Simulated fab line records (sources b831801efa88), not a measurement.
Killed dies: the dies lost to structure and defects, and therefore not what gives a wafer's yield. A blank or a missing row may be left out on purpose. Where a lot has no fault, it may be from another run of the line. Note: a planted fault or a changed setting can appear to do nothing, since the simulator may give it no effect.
fab line records -- flow gf180mcu
[record] lots = 5, wafers = 23
route steps=602 shown DNWELL@40 NWELL@50 MVPSD@86 VT_IMPLANT@110 HV_LDD@191 PSD@254 SAB@268
start-h: start of the lot's first displayed wafer, in hours after the record's first day -- wait-h: time in hours since the lot's previous step -- " as in the row above -- L1.1+2: a single row standing in for several wafers -- - no value present, or no start provided -- * or withheld: withheld -- < > ~ a bound
route shown NAME@n: names a module that has steps shown in the file, with the first one's number in the route -- usual: mean and standard deviation over wafers with no fault -- same: alike in all rows -- chamber/n: place in a boat -- sites: each site's reading -- _std_site: their standard deviation -- _edge_site: mean of outer sites minus mean of inner sites -- radius-mm: how far each site lies from the wafer's centre -- mask NAME#n: copy n -- behind: the last tool/chamber to shape the wafer -- hold: cause of the lot's hold/its duration in hours/its outcome -- device: which transistor (n, p or np) failed to switch -- end of line: the same wafers' tests at the end of the route -- a step without rows: its recipe alone -- killed: not the wafer's yield, but the dies lost to structure and defects at the first sort -- map: a wafer's dies, marking killed ones x, the rest . and places with no die _
set.NAME: the setting that was run; set.NAME@STEP: the one run at that earlier step -- model.NAME: the simulator's own value behind a step, which no gauge read
one table per step and one row per wafer, for lots whose settings were changed on purpose
[[steps]]
[step GF_DNWELL_STRIP_08]
[recipe] chemistry = O2/N2, power-w = 1400, pressure-mtorr = 1500, platen-temp-c = 250, o2-flow-sccm = 3000, n2-flow-sccm = 300, overash-fraction = 0.5
[usual] oes-product-au = 0.722/0.0044, strip-time-to-endpoint-s = 36.91/0.093
lot.wafer,tool,chamber,start-h,wait-h,set.platen-temp-c,oes-product-au,strip-time-to-endpoint-s
L075.1,plasma-asher-02,0,53.97,0.1,250,0.716,36.97
L075.2,plasma-asher-02,1,53.97,0.1,252.2,0.747,35.44
L075.3,plasma-asher-02,1,53.97,0.1,250,0.726,37.02
L075.5,plasma-asher-02,0,53.97,0.1,252.2,0.745,35.56
L075.6,plasma-asher-02,1,53.97,0.1,250,0.715,36.95
L077.1,plasma-asher-01,1,63.66,0.1,252.7,0.742,35.18
L077.2,plasma-asher-01,0,63.66,0.1,250,0.722,36.98
L077.4,plasma-asher-01,0,63.66,0.1,250,0.724,37.01
L077.5,plasma-asher-01,0,63.66,0.1,252.7,0.743,35.18
L077.6,plasma-asher-01,1,63.66,0.1,252.7,0.745,35.31
L076.1,plasma-asher-03,0,63.77,0.1,245.4,0.678,40.30
L076.2,plasma-asher-03,1,63.77,0.1,250,0.729,36.92
L076.3,plasma-asher-03,1,63.77,0.1,250,0.722,36.78
L076.4,plasma-asher-03,0,63.77,0.1,245.4,0.684,40.11
L076.5,plasma-asher-03,1,63.77,0.1,245.4,0.678,40.29
L082.1,plasma-asher-01,1,93.11,0.1,250,0.729,36.86
L082.2,plasma-asher-01,0,93.11,0.1,250,0.723,36.70
L082.5,plasma-asher-01,0,93.11,0.1,250,0.719,36.76
L084.1,plasma-asher-02,1,99.31,0.1,250,0.727,36.97
L084.2,plasma-asher-02,0,99.31,0.1,250,0.717,36.91
L084.3,plasma-asher-02,1,99.31,0.1,247.5,0.704,38.59
L084.5,plasma-asher-02,0,99.31,0.1,247.5,0.698,38.64
L084.6,plasma-asher-02,1,99.31,0.1,247.5,0.691,38.67
[step GF_NWELL_IMPLANT_08]
[recipe] species = P, energy-kev = 450, dose-cm2 = 1.5e+13, tilt-deg = 0
lot.wafer,tool,chamber,start-h,wait-h,set.energy-kev,model.implant.rp-nm,model.implant.drp-nm
L075.1+2+5,implanter-01,0,65.75,0.0,435.4,527.8,121.9
L075.3+6,implanter-01,0,65.75,0.0,450,543.5,123.9
L077.1+2+4+5+6,implanter-02,0,76.26,0.0,450,563.2,123.9
L076.1+3+5,implanter-01,0,76.61,0.0,450,565,123.9
L076.2+4,implanter-01,0,76.61,0.0,436.7,550.1,122.1
L082.1+2+5,implanter-02,0,107.25,0.0,450,566.1,123.9
L084.1+2+3+5+6,implanter-01,0,114.05,0.0,450,561.1,123.9
[step GF_MVPSD_IMPLANT_08]
[recipe] species = B, energy-kev = 170, dose-cm2 = 1.5e+13, tilt-deg = 0
lot.wafer,tool,chamber,start-h,wait-h,set.dose-cm2
L075.1+5,implanter-01,0,106.90,0.0,1.5e+13
L075.2+3+6,implanter-01,0,106.90,0.0,1.547e+13
L077.1+2+6,implanter-01,0,119.50,0.0,1.5e+13
L077.4+5,implanter-01,0,119.50,0.0,1.395e+13
L076.1+2+5,implanter-03,0,119.85,0.0,1.452e+13
L076.3+4,implanter-03,0,119.85,0.0,1.5e+13
L082.1+2+5,implanter-01,0,153.85,0.0,1.5e+13
L084.1+2+5,implanter-01,0,160.91,0.0,1.5e+13
L084.3+6,implanter-01,0,160.91,0.0,1.456e+13
[step GF_MVPSD_IMPLANT_09]
[recipe] species = B, energy-kev = 40, dose-cm2 = 5e+12, tilt-deg = 0
[step GF_MVPSD_STRIP_10]
[recipe] chemistry = O2/N2, power-w = 1400, pressure-mtorr = 1500, platen-temp-c = 250, o2-flow-sccm = 3000, n2-flow-sccm = 300, overash-fraction = 0.5
[step GF_MVPSD_TW_MEAS_11]
[usual] MVPSD_TW = 551/3.2
lot.wafer,tool,chamber,start-h,wait-h,set.dose-cm2@MVPSD_IMPLANT_08,MVPSD_TW
L075.1,film-metro-03,-,107.30,0.1,1.5e+13,551
L075.2,film-metro-03,-,107.30,0.1,1.547e+13,552
L075.3,film-metro-03,-,107.30,0.1,1.547e+13,552
L075.5,film-metro-03,-,107.30,0.1,1.5e+13,549
L075.6,film-metro-03,-,107.30,0.1,1.547e+13,554
L077.1,film-metro-02,-,119.90,0.1,1.5e+13,555
L077.2,film-metro-02,-,119.90,0.1,1.5e+13,558
L077.4,film-metro-02,-,119.90,0.1,1.395e+13,549
L077.5,film-metro-02,-,119.90,0.1,1.395e+13,546
L077.6,film-metro-02,-,119.90,0.1,1.5e+13,559
L076.1,film-metro-01,-,120.25,0.1,1.452e+13,544
L076.2,film-metro-01,-,120.25,0.1,1.452e+13,546
L076.3,film-metro-01,-,120.25,0.1,1.5e+13,548
L076.4,film-metro-01,-,120.25,0.1,1.5e+13,551
L076.5,film-metro-01,-,120.25,0.1,1.452e+13,545
L082.1,film-metro-02,-,154.25,0.1,1.5e+13,549
L082.2,film-metro-02,-,154.25,0.1,1.5e+13,552
L082.5,film-metro-02,-,154.25,0.1,1.5e+13,553
L084.1,film-metro-02,-,161.31,0.1,1.5e+13,549
L084.2,film-metro-02,-,161.31,0.1,1.5e+13,551
L084.3,film-metro-02,-,161.31,0.1,1.456e+13,548
L084.5,film-metro-02,-,161.31,0.1,1.5e+13,549
L084.6,film-metro-02,-,161.31,0.1,1.456e+13,546
[step GF_VT_IMPLANT_STRIP_20]
[recipe] chemistry = O2/N2, power-w = 1400, pressure-mtorr = 1500, platen-temp-c = 250, o2-flow-sccm = 3000, n2-flow-sccm = 300, overash-fraction = 0.5
[usual] oes-product-au = 0.715/0.0042, strip-time-to-endpoint-s = 12.62/0.035
lot.wafer,tool,chamber,start-h,wait-h,set.power-w,oes-product-au,strip-time-to-endpoint-s
L075.1,plasma-asher-01,0,137.96,0.1,1481,0.739,12.04
L075.2,plasma-asher-01,1,137.96,0.1,1481,0.743,12.11
L075.3,plasma-asher-01,1,137.96,0.1,1400,0.721,12.65
L075.5,plasma-asher-01,0,137.96,0.1,1400,0.716,12.68
L075.6,plasma-asher-01,1,137.96,0.1,1400,0.719,12.64
L077.1,plasma-asher-04,1,149.05,0.1,1248,0.666,13.83
L077.2,plasma-asher-04,0,149.05,0.1,1248,0.673,13.80
L077.4,plasma-asher-04,1,149.05,0.1,1400,0.709,12.65
L077.5,plasma-asher-04,0,149.05,0.1,1248,0.676,13.86
L077.6,plasma-asher-04,1,149.05,0.1,1400,0.710,12.61
L076.1,plasma-asher-04,0,150.45,0.1,1400,0.721,12.65
L076.2,plasma-asher-04,1,150.45,0.1,1490,0.741,12.04
L076.3,plasma-asher-04,0,150.45,0.1,1490,0.741,11.99
L076.4,plasma-asher-04,1,150.45,0.1,1490,0.744,12.00
L076.5,plasma-asher-04,1,150.45,0.1,1400,0.714,12.58
L082.1,plasma-asher-04,1,185.67,0.1,1400,0.711,12.65
L082.2,plasma-asher-04,0,185.67,0.1,1400,0.713,12.66
L082.5,plasma-asher-04,1,185.67,0.1,1400,0.718,12.66
L084.1,plasma-asher-04,0,194.12,0.1,1400,0.710,12.59
L084.2,plasma-asher-04,1,194.12,0.1,1503,0.747,11.90
L084.3,plasma-asher-04,0,194.12,0.1,1400,0.720,12.62
L084.5,plasma-asher-04,0,194.12,0.1,1503,0.749,11.89
L084.6,plasma-asher-04,1,194.12,0.1,1400,0.724,12.59
[step GF_VT_IMPLANT_IMPLANT_30]
[recipe] species = B, energy-kev = 25, dose-cm2 = 2.534e+12, tilt-deg = 7
lot.wafer,tool,chamber,start-h,wait-h,set.energy-kev,model.implant.rp-nm,model.implant.drp-nm
L075.1+3,implanter-01,0,153.51,0.0,25,84.17,35.62
L075.2+5+6,implanter-01,0,153.51,0.0,22.97,77.42,32.29
L077.1+4+6,implanter-02,0,165.21,0.0,23.99,80.26,33.94
L077.2+5,implanter-02,0,165.21,0.0,25,83.6,35.62
L076.1+2+4,implanter-01,0,165.51,0.0,25.63,85.8,36.68
L076.3+5,implanter-01,0,165.51,0.0,25,83.72,35.62
L082.1+2+5,implanter-01,0,202.61,0.0,25,78.08,35.62
L084.1+3+5,implanter-04,0,210.72,0.0,25,80.5,35.62
L084.2+6,implanter-04,0,210.72,0.0,26.55,85.42,38.18
[step GF_VT_IMPLANT_IMPLANT_41]
[recipe] species = As, energy-kev = 70, dose-cm2 = 1.013e+12, tilt-deg = 7
lot.wafer,tool,chamber,start-h,wait-h,set.dose-cm2
L075.1+2+3,implanter-01,0,168.82,0.0,1.078e+12
L075.5+6,implanter-01,0,168.82,0.0,1.013e+12
L077.1+2+4+5+6,implanter-04,0,181.70,0.0,1.013e+12
L076.1+2+5,implanter-02,0,182.00,0.0,1.013e+12
L076.3+4,implanter-02,0,182.00,0.0,9.718e+11
L082.1+2+5,implanter-04,0,219.97,0.0,1.013e+12
L084.1+2+3+5+6,implanter-02,0,228.31,0.0,1.013e+12
[step GF_VT_IMPLANT_STRIP_42]
[recipe] chemistry = O2/N2, power-w = 1400, pressure-mtorr = 1500, platen-temp-c = 250, o2-flow-sccm = 3000, n2-flow-sccm = 300, overash-fraction = 0.5
[step GF_VT_IMPLANT_TW_MEAS_43]
[usual] VT_IMPLANT_4_TW = 693/5.8
lot.wafer,tool,chamber,start-h,wait-h,set.dose-cm2@VT_IMPLANT_IMPLANT_41,VT_IMPLANT_4_TW
L075.1,film-metro-02,-,169.07,0.1,1.078e+12,704
L075.2,film-metro-02,-,169.07,0.1,1.078e+12,704
L075.3,film-metro-02,-,169.07,0.1,1.078e+12,705
L075.5,film-metro-02,-,169.07,0.1,1.013e+12,692
L075.6,film-metro-02,-,169.07,0.1,1.013e+12,688
L077.1,film-metro-04,-,181.95,0.1,1.013e+12,700
L077.2,film-metro-04,-,181.95,0.1,1.013e+12,700
L077.4,film-metro-04,-,181.95,0.1,1.013e+12,701
L077.5,film-metro-04,-,181.95,0.1,1.013e+12,701
L077.6,film-metro-04,-,181.95,0.1,1.013e+12,701
L076.1,film-metro-02,-,182.25,0.1,1.013e+12,690
L076.2,film-metro-02,-,182.25,0.1,1.013e+12,687
L076.3,film-metro-02,-,182.25,0.1,9.718e+11,680
L076.4,film-metro-02,-,182.25,0.1,9.718e+11,681
L076.5,film-metro-02,-,182.25,0.1,1.013e+12,695
L082.1,film-metro-02,-,220.22,0.1,1.013e+12,691
L082.2,film-metro-02,-,220.22,0.1,1.013e+12,695
L082.5,film-metro-02,-,220.22,0.1,1.013e+12,694
L084.1,film-metro-04,-,228.56,0.1,1.013e+12,696
L084.2,film-metro-04,-,228.56,0.1,1.013e+12,700
L084.3,film-metro-04,-,228.56,0.1,1.013e+12,696
L084.5,film-metro-04,-,228.56,0.1,1.013e+12,701
L084.6,film-metro-04,-,228.56,0.1,1.013e+12,701
[step GF_VT_IMPLANT_CLEAN_44]
[recipe] chemistry = SC1/SC2, mix = 1:4:20, temp-c = 70, time-s = 150, dry = n2-spin
[step GF_VT_IMPLANT_RTA_45]
[recipe] temp-c = 1050, time-s = 30, ambient = N2
[step GF_VT_IMPLANT_RS_MEAS_49]
[recipe] thk-meas-gauge = four-point-probe
[usual] MVPSD_RS = 1168/3.1
lot.wafer,tool,chamber,start-h,wait-h,set.dose-cm2@MVPSD_IMPLANT_08,MVPSD_RS[ohm/sq]
L075.1,film-metro-03,-,169.64,0.1,1.5e+13,1167
L075.2,film-metro-03,-,169.64,0.1,1.547e+13,1151
L075.3,film-metro-03,-,169.64,0.1,1.547e+13,1151
L075.5,film-metro-03,-,169.64,0.1,1.5e+13,1169
L075.6,film-metro-03,-,169.64,0.1,1.547e+13,1150
L077.1,film-metro-01,-,182.53,0.1,1.5e+13,1163
L077.2,film-metro-01,-,182.53,0.1,1.5e+13,1162
L077.4,film-metro-01,-,182.53,0.1,1.395e+13,1211
L077.5,film-metro-01,-,182.53,0.1,1.395e+13,1207
L077.6,film-metro-01,-,182.53,0.1,1.5e+13,1163
L076.1,film-metro-03,-,182.82,0.1,1.452e+13,1188
L076.2,film-metro-03,-,182.82,0.1,1.452e+13,1186
L076.3,film-metro-03,-,182.82,0.1,1.5e+13,1163
L076.4,film-metro-03,-,182.82,0.1,1.5e+13,1166
L076.5,film-metro-03,-,182.82,0.1,1.452e+13,1183
L082.1,film-metro-01,-,220.84,0.1,1.5e+13,1167
L082.2,film-metro-01,-,220.84,0.1,1.5e+13,1166
L082.5,film-metro-01,-,220.84,0.1,1.5e+13,1172
L084.1,film-metro-01,-,229.14,0.1,1.5e+13,1164
L084.2,film-metro-01,-,229.14,0.1,1.5e+13,1164
L084.3,film-metro-01,-,229.14,0.1,1.456e+13,1182
L084.5,film-metro-01,-,229.14,0.1,1.5e+13,1163
L084.6,film-metro-01,-,229.14,0.1,1.456e+13,1182
[step GF_HV_LDD_SOFTBAKE_15]
[recipe] temp-c = 90, time-s = 60, resist = NOVOLAK
lot.wafer,tool,chamber,start-h,wait-h,set.temp-c
L075.1+3+6,litho-track-02,0,239.52,0.1,90
L075.2+5,litho-track-02,0,239.52,0.1,87.25
L077.1+5,litho-track-04,0,252.81,0.1,90
L077.2+4+6,litho-track-04,0,252.81,0.1,92.57
L076.1+5,litho-track-03,0,253.12,0.1,90
L076.2+3+4,litho-track-03,0,253.12,0.1,92.09
L082.1+2+5,litho-track-02,0,294.82,0.1,90
L084.1+6,litho-track-03,0,303.07,0.1,93.48
L084.2+3+5,litho-track-03,0,303.07,0.1,90
[step GF_HV_LDD_IMPLANT_21]
[recipe] species = BF2, energy-kev = 25, dose-cm2 = 5e+13, tilt-deg = 7
lot.wafer,tool,chamber,start-h,wait-h,set.dose-cm2
L075.1+5,implanter-04,0,248.76,0.0,4.34e+13
L075.2+3+6,implanter-04,0,248.76,0.0,5e+13
L077.1+2+4,implanter-02,0,262.38,0.0,5e+13
L077.5+6,implanter-02,0,262.38,0.0,4.772e+13
L076.1+3,implanter-04,0,262.68,0.0,5.695e+13
L076.2+4+5,implanter-04,0,262.68,0.0,5e+13
L082.1+2+5,implanter-02,0,305.57,0.0,5e+13
L084.1+2+3,implanter-02,0,313.22,0.0,5e+13
L084.5+6,implanter-02,0,313.22,0.0,5.44e+13
[step GF_HV_LDD_STRIP_22]
[recipe] chemistry = O2/N2, power-w = 1400, pressure-mtorr = 1500, platen-temp-c = 250, o2-flow-sccm = 3000, n2-flow-sccm = 300, overash-fraction = 0.5
[usual] strip-time-to-endpoint-s = 12.65/0.033
lot.wafer,tool,chamber,start-h,wait-h,set.temp-c@HV_LDD_SOFTBAKE_15,strip-time-to-endpoint-s
L075.1,plasma-asher-02,1,248.91,0.1,90,12.61
L075.2,plasma-asher-02,0,248.91,0.1,87.25,12.70
L075.3,plasma-asher-02,0,248.91,0.1,90,12.64
L075.5,plasma-asher-02,1,248.91,0.1,87.25,12.70
L075.6,plasma-asher-02,0,248.91,0.1,90,12.64
L077.1,plasma-asher-02,1,262.53,0.1,90,12.62
L077.2,plasma-asher-02,0,262.53,0.1,92.57,12.57
L077.4,plasma-asher-02,0,262.53,0.1,92.57,12.57
L077.5,plasma-asher-02,1,262.53,0.1,90,12.63
L077.6,plasma-asher-02,0,262.53,0.1,92.57,12.57
L076.1,plasma-asher-01,1,262.83,0.1,90,12.64
L076.2,plasma-asher-01,0,262.83,0.1,92.09,12.58
L076.3,plasma-asher-01,0,262.83,0.1,92.09,12.59
L076.4,plasma-asher-01,1,262.83,0.1,92.09,12.59
L076.5,plasma-asher-01,0,262.83,0.1,90,12.64
L082.1,plasma-asher-03,0,305.72,0.1,90,12.56
L082.2,plasma-asher-03,1,305.72,0.1,90,12.59
L082.5,plasma-asher-03,1,305.72,0.1,90,12.61
L084.1,plasma-asher-01,1,313.37,0.1,93.48,12.57
L084.2,plasma-asher-01,0,313.37,0.1,90,12.67
L084.3,plasma-asher-01,1,313.37,0.1,90,12.73
L084.5,plasma-asher-01,0,313.37,0.1,90,12.70
L084.6,plasma-asher-01,1,313.37,0.1,93.48,12.56
[step GF_HV_LDD_TW_MEAS_23]
[usual] HV_LDD_2_TW = 1053/10
lot.wafer,tool,chamber,start-h,wait-h,set.dose-cm2@HV_LDD_IMPLANT_21,HV_LDD_2_TW
L075.1,film-metro-02,-,249.01,0.1,4.34e+13,1014
L075.2,film-metro-02,-,249.01,0.1,5e+13,1064
L075.3,film-metro-02,-,249.01,0.1,5e+13,1058
L075.5,film-metro-02,-,249.01,0.1,4.34e+13,1008
L075.6,film-metro-02,-,249.01,0.1,5e+13,1057
L077.1,film-metro-03,-,262.63,0.1,5e+13,1063
L077.2,film-metro-03,-,262.63,0.1,5e+13,1059
L077.4,film-metro-03,-,262.63,0.1,5e+13,1063
L077.5,film-metro-03,-,262.63,0.1,4.772e+13,1052
L077.6,film-metro-03,-,262.63,0.1,4.772e+13,1047
L076.1,film-metro-02,-,262.93,0.1,5.695e+13,1102
L076.2,film-metro-02,-,262.93,0.1,5e+13,1059
L076.3,film-metro-02,-,262.93,0.1,5.695e+13,1095
L076.4,film-metro-02,-,262.93,0.1,5e+13,1057
L076.5,film-metro-02,-,262.93,0.1,5e+13,1059
L082.1,film-metro-01,-,305.82,0.1,5e+13,1035
L082.2,film-metro-01,-,305.82,0.1,5e+13,1035
L082.5,film-metro-01,-,305.82,0.1,5e+13,1034
L084.1,film-metro-03,-,313.47,0.1,5e+13,1056
L084.2,film-metro-03,-,313.47,0.1,5e+13,1063
L084.3,film-metro-03,-,313.47,0.1,5e+13,1066
L084.5,film-metro-03,-,313.47,0.1,5.44e+13,1086
L084.6,film-metro-03,-,313.47,0.1,5.44e+13,1085
[step GF_HV_LDD_ETCHBACK_58]
[recipe] chemistry = CH3F/O2, target = Si3N4, stop-on = SiO2, source-w = 400, bias-w = 80, pressure-mtorr = 25, ch3f-flow-sccm = 40, O2_flow_sccm = 30, time-s = 100, target-depth-a = 900
[usual] oes-product-au = 0.844/0.0056
lot.wafer,tool,chamber,start-h,wait-h,set.time-s,oes-product-au
L075.1,rie-diel-02,1,292.00,0.1,100,0.848
L075.2,rie-diel-02,2,292.00,0.1,100,0.846
L075.3,rie-diel-02,0,292.00,0.1,87.74,0.909
L075.5,rie-diel-02,3,292.00,0.1,87.74,0.917
L075.6,rie-diel-02,2,292.00,0.1,100,0.839
L077.1,rie-diel-03,0,304.96,0.1,100,0.851
L077.2,rie-diel-03,3,304.96,0.1,109.4,0.832
L077.4,rie-diel-03,1,304.96,0.1,100,0.852
L077.5,rie-diel-03,2,304.96,0.1,109.4,0.831
L077.6,rie-diel-03,1,304.96,0.1,100,0.845
L076.1,rie-diel-01,3,306.25,0.1,100,0.851
L076.2,rie-diel-01,1,306.25,0.1,100,0.858
L076.3,rie-diel-01,2,306.25,0.1,100,0.849
L076.4,rie-diel-01,0,306.25,0.1,100,0.847
L076.5,rie-diel-01,2,306.25,0.1,100,0.853
L082.1,rie-diel-02,2,351.79,0.1,100,0.838
L082.2,rie-diel-02,0,351.79,0.1,100,0.832
L082.5,rie-diel-02,3,351.79,0.1,100,0.842
L084.1,rie-diel-03,2,359.19,0.1,100,0.845
L084.2,rie-diel-03,1,359.19,0.1,100,0.843
L084.3,rie-diel-03,3,359.19,0.1,100,0.842
L084.5,rie-diel-03,3,359.19,0.1,100,0.841
L084.6,rie-diel-03,2,359.19,0.1,100,0.844
[step GF_PSD_DEVELOP_06]
[recipe] develop-time-s = 60, dev-temp-c = 23
lot.wafer,tool,chamber,start-h,wait-h,set.dev-temp-c
L075.1+2+3+5+6,litho-track-04,0,332.36,0.1,23
L077.1+5,litho-track-03,0,346.41,0.1,23
L077.2+4+6,litho-track-03,0,346.41,0.1,20.8
L076.1+2+3+4+5,litho-track-01,0,348.73,0.1,23
L082.1+2+5,litho-track-03,0,396.31,0.1,23
L084.1+6,litho-track-01,0,404.38,0.1,24.75
L084.2+3+5,litho-track-01,0,404.38,0.1,23
[step GF_PSD_CD_MEAS_07]
[recipe] target-cd-nm = 400
[usual] cd-nm = 400.7/1.7
lot.wafer,tool,chamber,start-h,wait-h,set.dev-temp-c@PSD_DEVELOP_06,cd-nm
L075.1,cd-sem-02,-,332.51,0.1,23,399.0
L075.2,cd-sem-02,-,332.51,0.1,23,399.4
L075.3,cd-sem-02,-,332.51,0.1,23,398.6
L075.5,cd-sem-02,-,332.51,0.1,23,397.5
L075.6,cd-sem-02,-,332.51,0.1,23,398.9
L077.1,cd-sem-02,-,346.56,0.1,23,399.2
L077.2,cd-sem-02,-,346.56,0.1,20.8,406.2
L077.4,cd-sem-02,-,346.56,0.1,20.8,408.4
L077.5,cd-sem-02,-,346.56,0.1,23,401.6
L077.6,cd-sem-02,-,346.56,0.1,20.8,408.4
L076.1,cd-sem-02,-,348.88,0.1,23,400.4
L076.2,cd-sem-02,-,348.88,0.1,23,400.4
L076.3,cd-sem-02,-,348.88,0.1,23,399.5
L076.4,cd-sem-02,-,348.88,0.1,23,398.2
L076.5,cd-sem-02,-,348.88,0.1,23,401.4
L082.1,cd-sem-02,-,396.46,0.1,23,400.1
L082.2,cd-sem-02,-,396.46,0.1,23,398.2
L082.5,cd-sem-02,-,396.46,0.1,23,401.4
L084.1,cd-sem-02,-,404.53,0.1,24.75,394.3
L084.2,cd-sem-02,-,404.53,0.1,23,400.6
L084.3,cd-sem-02,-,404.53,0.1,23,400.1
L084.5,cd-sem-02,-,404.53,0.1,23,400.1
L084.6,cd-sem-02,-,404.53,0.1,24.75,394.5
[step GF_SAB_COAT_04]
[recipe] resist = NOVOLAK, spin-rpm = 3000, resist-thk-nm = 1000
lot.wafer,tool,chamber,start-h,wait-h,set.resist-thk-nm,model.NOVOLAK_of_SAB_COAT_04.thk-nm
L075.1,litho-track-02,0,343.82,0.1,1000,998.6
L075.2,litho-track-02,0,343.82,0.1,1000,993.7
L075.3,litho-track-02,0,343.82,0.1,952,948.3
L075.5,litho-track-02,0,343.82,0.1,1000,996.5
L075.6,litho-track-02,0,343.82,0.1,952,947.7
L077.1,litho-track-03,0,357.56,0.1,1000,1005
L077.2,litho-track-03,0,357.56,0.1,1060,1065
L077.4,litho-track-03,0,357.56,0.1,1060,1067
L077.5,litho-track-03,0,357.56,0.1,1000,1001
L077.6,litho-track-03,0,357.56,0.1,1000,1004
L076.1,litho-track-03,0,360.06,0.1,1030,1036
L076.2,litho-track-03,0,360.06,0.1,1000,1003
L076.3,litho-track-03,0,360.06,0.1,1000,1006
L076.4,litho-track-03,0,360.06,0.1,1000,1008
L076.5,litho-track-03,0,360.06,0.1,1030,1034
L082.1,litho-track-01,0,408.63,0.1,1000,1003
L082.2,litho-track-01,0,408.63,0.1,1000,996.2
L082.5,litho-track-01,0,408.63,0.1,1000,998.3
L084.1,litho-track-01,0,416.48,0.1,1000,1002
L084.2,litho-track-01,0,416.48,0.1,1000,999.2
L084.3,litho-track-01,0,416.48,0.1,1000,1001
L084.5,litho-track-01,0,416.48,0.1,1000,998.6
L084.6,litho-track-01,0,416.48,0.1,1000,999.6
[step GF_SAB_SOFTBAKE_05]
[recipe] temp-c = 90, time-s = 60, resist = NOVOLAK
[step GF_SAB_EXPOSE_06]
[recipe] mask-id = SAB, target-cd-nm = 420, na = 0.6, source-shape = conventional, sigma-outer = 0.6, dose-mj = 140
[step GF_SAB_PEB_07]
[recipe] temp-c = withheld, time-s = *, resist = NOVOLAK
[step GF_SAB_DEVELOP_08]
[recipe] develop-time-s = 60, dev-temp-c = 23
[step GF_SAB_CD_MEAS_09]
[recipe] target-cd-nm = 420
[usual] cd-nm = 419.3/1.9
lot.wafer,tool,chamber,start-h,wait-h,set.resist-thk-nm@SAB_COAT_04,cd-nm
L075.1,cd-sem-02,-,354.97,0.1,1000,418.7
L075.2,cd-sem-02,-,354.97,0.1,1000,418.1
L075.3,cd-sem-02,-,354.97,0.1,952,415.4
L075.5,cd-sem-02,-,354.97,0.1,1000,419.7
L075.6,cd-sem-02,-,354.97,0.1,952,413.7
L077.1,cd-sem-02,-,369.01,0.1,1000,422.3
L077.2,cd-sem-02,-,369.01,0.1,1060,426.5
L077.4,cd-sem-02,-,369.01,0.1,1060,427.3
L077.5,cd-sem-02,-,369.01,0.1,1000,421.6
L077.6,cd-sem-02,-,369.01,0.1,1000,421.4
L076.1,cd-sem-02,-,371.72,0.1,1030,421.7
L076.2,cd-sem-02,-,371.72,0.1,1000,417.7
L076.3,cd-sem-02,-,371.72,0.1,1000,417.8
L076.4,cd-sem-02,-,371.72,0.1,1000,418.7
L076.5,cd-sem-02,-,371.72,0.1,1030,420.2
L082.1,cd-sem-02,-,420.67,0.1,1000,423.7
L082.2,cd-sem-02,-,420.67,0.1,1000,423.2
L082.5,cd-sem-02,-,420.67,0.1,1000,422.7
L084.1,cd-sem-02,-,428.68,0.1,1000,416.1
L084.2,cd-sem-02,-,428.68,0.1,1000,418.6
L084.3,cd-sem-02,-,428.68,0.1,1000,418.4
L084.5,cd-sem-02,-,428.68,0.1,1000,418.1
L084.6,cd-sem-02,-,428.68,0.1,1000,417.5
[[key]]
[split] step = GF_DNWELL_STRIP_08, setting = platen-temp-c, stated = 250, by = wafer
[response] step = GF_DNWELL_STRIP_08, reading = oes-product-au, change = +0.0243, per = 1%, r = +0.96
[response] step = GF_DNWELL_STRIP_08, reading = strip-time-to-endpoint-s, change = *, per = 1%, r = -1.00
[split] step = GF_NWELL_IMPLANT_08, setting = energy-kev, stated = 450, by = wafer
[response] step = GF_NWELL_IMPLANT_08, reading = model.implant.rp-nm, change = +4.94, per = 1%, r = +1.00
[response] step = GF_NWELL_IMPLANT_08, reading = model.implant.drp-nm, change = +0.604, per = 1%, r = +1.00
[split] step = GF_MVPSD_IMPLANT_08, setting = dose-cm2, stated = 1.5e+13, by = wafer
[response] step = GF_MVPSD_TW_MEAS_11, reading = MVPSD_TW, change = +1.31, per = 1%, r = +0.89
[response] step = GF_VT_IMPLANT_RS_MEAS_49, reading = MVPSD_RS, change = -6.47, per = 1%, r = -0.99
[split] step = GF_VT_IMPLANT_STRIP_20, setting = power-w, stated = 1400, by = wafer
[response] step = GF_VT_IMPLANT_STRIP_20, reading = oes-product-au, change = +0.00374, per = 1%, r = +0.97
[response] step = GF_VT_IMPLANT_STRIP_20, reading = strip-time-to-endpoint-s, change = *, per = 1%, r = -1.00
[split] step = GF_VT_IMPLANT_IMPLANT_30, setting = energy-kev, stated = 25, by = wafer
[response] step = GF_VT_IMPLANT_IMPLANT_30, reading = model.implant.rp-nm, change = +0.819, per = 1%, r = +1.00
[response] step = GF_VT_IMPLANT_IMPLANT_30, reading = model.implant.drp-nm, change = +0.413, per = 1%, r = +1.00
[split] step = GF_VT_IMPLANT_IMPLANT_41, setting = dose-cm2, stated = 1.013e+12, by = wafer
[response] step = GF_VT_IMPLANT_TW_MEAS_43, reading = VT_IMPLANT_4_TW, change = +2.3, per = 1%, r = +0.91
[split] step = GF_HV_LDD_SOFTBAKE_15, setting = temp-c, stated = 90, by = wafer
[response] step = GF_HV_LDD_STRIP_22, reading = strip-time-to-endpoint-s, change = *, per = 1%, r = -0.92
[split] step = GF_HV_LDD_IMPLANT_21, setting = dose-cm2, stated = 5e+13, by = wafer
[response] step = GF_HV_LDD_TW_MEAS_23, reading = HV_LDD_2_TW, change = +3.16, per = 1%, r = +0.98
[split] step = GF_HV_LDD_ETCHBACK_58, setting = time-s, stated = 100, by = wafer
[response] step = GF_HV_LDD_ETCHBACK_58, reading = oes-product-au, change = -0.00425, per = 1%, r = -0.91
[split] step = GF_PSD_DEVELOP_06, setting = dev-temp-c, stated = 23, by = wafer
[response] step = GF_PSD_CD_MEAS_07, reading = cd-nm, change = -0.768, per = 1%, r = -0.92
[split] step = GF_SAB_COAT_04, setting = resist-thk-nm, stated = 1000, by = wafer
[response] step = GF_SAB_COAT_04, reading = model.NOVOLAK_of_SAB_COAT_04.thk-nm, change = +10.2, per = 1%, r = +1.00
[response] step = GF_SAB_CD_MEAS_09, reading = cd-nm, change = +0.886, per = 1%, r = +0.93
